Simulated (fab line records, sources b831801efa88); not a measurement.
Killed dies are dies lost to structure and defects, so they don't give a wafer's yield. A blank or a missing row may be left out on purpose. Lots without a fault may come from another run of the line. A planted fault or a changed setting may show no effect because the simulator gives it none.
Which tool did it? | flow sky130 | 6 lots, 18 wafers sampled, at 3 steps of a route of 708

WHAT THE GAUGES READ, wafer by wafer
SKY_LOCAL_INTERCONNECT_OVL_MEAS_12.
lot  | measured     | on         | LOCAL_INTERCONNECT_OVL (nm)
L282 | day 30 21:33 | overlay-02 | -5 -8 0
L285 | day 32 03:12 | overlay-01 | -6 -3 -8
L288 | day 33 01:11 | overlay-02 | 1 -5 9
L297 | day 36 13:34 | overlay-02 | 5 -2 -3
L299 | day 36 19:58 | overlay-02 | 4 0 1
L302 | day 37 17:20 | overlay-01 | -14 -7 -5

WHICH TOOL RAN EACH LOT (tool, then ch and the chambers of the sampled wafers, then the start)
lot  | SKY_FIELD_ISO_ETCH_14             | SKY_VT_ADJUST_HVTP_COAT_02
L282 | rie_diel-03 ch 1,3, day 2 16:53   | litho_track-04 ch 0, day 6 04:04
L285 | rie_diel-02 ch 1,2, day 3 07:32   | litho_track-03 ch 0, day 6 23:36
L288 | rie_diel-03 ch 1,2,3, day 3 21:58 | litho_track-01 ch 0, day 7 16:38
L297 | rie_diel-04 ch 0,2,3, day 5 20:49 | litho_track-03 ch 0, day 10 09:24
L299 | rie_diel-04 ch 1,2,3, day 6 06:01 | litho_track-03 ch 0, day 10 20:30
L302 | rie_diel-04 ch 0,1,2, day 7 04:50 | litho_track-03 ch 0, day 11 15:49
- SKY_FIELD_ISO_ETCH_14: etches BARC in N2/H2, stops on SiO2, time 45.9 s, target depth 60 nm.
- SKY_VT_ADJUST_HVTP_COAT_02: resist thk 1140 nm.

THE ANSWER, worked out from the rows above alone
Rule: what is usual is taken from the lots themselves. Put in order of their means at a reading, lots are off if they are a third of the lots or fewer, leave a main group of 4 or more, and stand apart from it by a gap of 3 or more times the standard deviation of the main group's means; of several such gaps the widest counts. A main group whose means are all the same, to the digits that the tables above print for the reading, isn't used. A lot without any number at a reading at which 4 lots or more have one is off too. The other lots that the step has rows for count as sound.
No lot is off at any reading shown: from this, nothing can be told.

WHAT THE SIMULATOR HAD PUT IN
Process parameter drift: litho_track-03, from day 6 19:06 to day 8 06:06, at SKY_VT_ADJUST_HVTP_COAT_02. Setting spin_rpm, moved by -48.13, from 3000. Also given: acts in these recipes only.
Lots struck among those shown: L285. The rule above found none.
